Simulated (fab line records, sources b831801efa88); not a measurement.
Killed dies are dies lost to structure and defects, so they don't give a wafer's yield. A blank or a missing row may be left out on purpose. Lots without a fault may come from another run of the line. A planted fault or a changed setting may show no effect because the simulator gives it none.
Split-lot experiment | flow sky130 | 5 lots, 23 wafers read, on a route of 708 steps

THE SPLIT
At SKY_VIA4_DEVELOP_10 (develop time 60 s), the setting develop_time_s was moved away from the recipe's 60 s on 9 of the 23 wafers read, by -9.2% to +11.3%. The other wafers ran this setting at the recipe's value.

The file shows no step between the split and the reading.

THE READING
VIA4.cd_nm (the simulator's own value, which no gauge read), in nm, at SKY_VIA4_ETCH_12 (etches SiO2 in C4F8/O2/Ar, stops on TiN, target depth 580 nm). The file gives no usual value for it. The 14 wafers here that ran the recipe average 799.3 nm, standard deviation 1.9 nm.

wafer  | tool, chamber at the split | develop_time_s as run, s | against the recipe | VIA4.cd_nm, nm | against lot-mates on the recipe
L074.1 | litho_track-04, 0          | 60                       | recipe             | 800.3          | -
L074.2 | litho_track-04, 0          | 66.77                    | +11.3%             | 808.4          | +8.7
L074.4 | litho_track-04, 0          | 60                       | recipe             | 798.5          | -
L074.5 | litho_track-04, 0          | 66.77                    | +11.3%             | 813            | +13.3
L074.6 | litho_track-04, 0          | 60                       | recipe             | 800.3          | -
L078.1 | litho_track-04, 0          | 54.49                    | -9.2%              | 789.4          | -10.1
L078.2 | litho_track-04, 0          | 60                       | recipe             | 799.3          | -
L078.3 | litho_track-04, 0          | 60                       | recipe             | 799.7          | -
L078.5 | litho_track-04, 0          | 60                       | recipe             | 799.5          | -
L078.6 | litho_track-04, 0          | 54.49                    | -9.2%              | 788.7          | -10.8
L080.1 | litho_track-03, 0          | 60                       | recipe             | 796.2          | -
L080.3 | litho_track-03, 0          | 60                       | recipe             | 795.9          | -
L080.6 | litho_track-03, 0          | 60                       | recipe             | 796.3          | -
L082.1 | litho_track-04, 0          | 60                       | recipe             | 799.5          | -
L082.3 | litho_track-04, 0          | 63.38                    | +5.6%              | 806.3          | +5.1
L082.4 | litho_track-04, 0          | 63.38                    | +5.6%              | 808.1          | +6.9
L082.5 | litho_track-04, 0          | 60                       | recipe             | 802.9          | -
L082.6 | litho_track-04, 0          | 63.38                    | +5.6%              | 808.2          | +7.0
L085.1 | litho_track-02, 0          | 60                       | recipe             | 799.6          | -
L085.2 | litho_track-02, 0          | 60                       | recipe             | 801.2          | -
L085.4 | litho_track-02, 0          | 55.65                    | -7.3%              | 792.6          | -7.8
L085.5 | litho_track-02, 0          | 60                       | recipe             | 800.5          | -
L085.6 | litho_track-02, 0          | 55.65                    | -7.3%              | 793.4          | -7.0

THE FIT
A straight line over all 23 wafers: VIA4.cd_nm changes by +1.08 nm for each +1% of develop_time_s; r = +0.95; the points scatter about the line by 2 nm.
The same after taking each lot's own level away (the mean of its wafers on the recipe; 23 wafers): +1.05 nm for each +1%; r = +0.98; scatter 1.1 nm.
On that fit, the largest move of develop_time_s shifts the reading by 12 nm.
The lots' own levels span 796.13 to 801.20 nm, that is 2.7 times the standard deviation above.
So the lot-to-lot level changes the slope little: the two slopes agree.
Check: with one of the wafers moved furthest among these (+11.3%) left out of the fit, the line predicts +12.7 nm for it against its lot-mates. It came out at +8.7 nm against them.

OTHER SPLITS ON THESE WAFERS
These wafers also went through other splits before the reading. Each is held against what the fit with the lots' levels taken away leaves over:
other split on the same wafers         | wafers away from the commonest value | r with VIA4.cd_nm (lot level and that fit taken away)
SKY_METAL3_EXPOSE_10 dose_mj           | 5                                    | +0.35
SKY_METAL3_METAL_ETCH_18 bias_w        | 8                                    | -0.13
SKY_VIA3_COAT_07 spin_rpm              | 4                                    | -0.04
SKY_METAL4_SPUTTER_02 power_w          | 11                                   | +0.25
SKY_CAP2M_COAT_07 resist_thk_nm        | 6                                    | +0.06
SKY_CAP2M_METAL_ETCH_13 pressure_mtorr | 10                                   | +0.03
SKY_METAL4_ETCH_17 source_w            | 7                                    | +0.48
SKY_VIA4_CMP_02 leave_above_ref_nm     | 10                                   | -0.17

THE FILE'S OWN FIT
VIA4.cd_nm changes by +1.05 nm for each +1% of develop_time_s, r = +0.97.
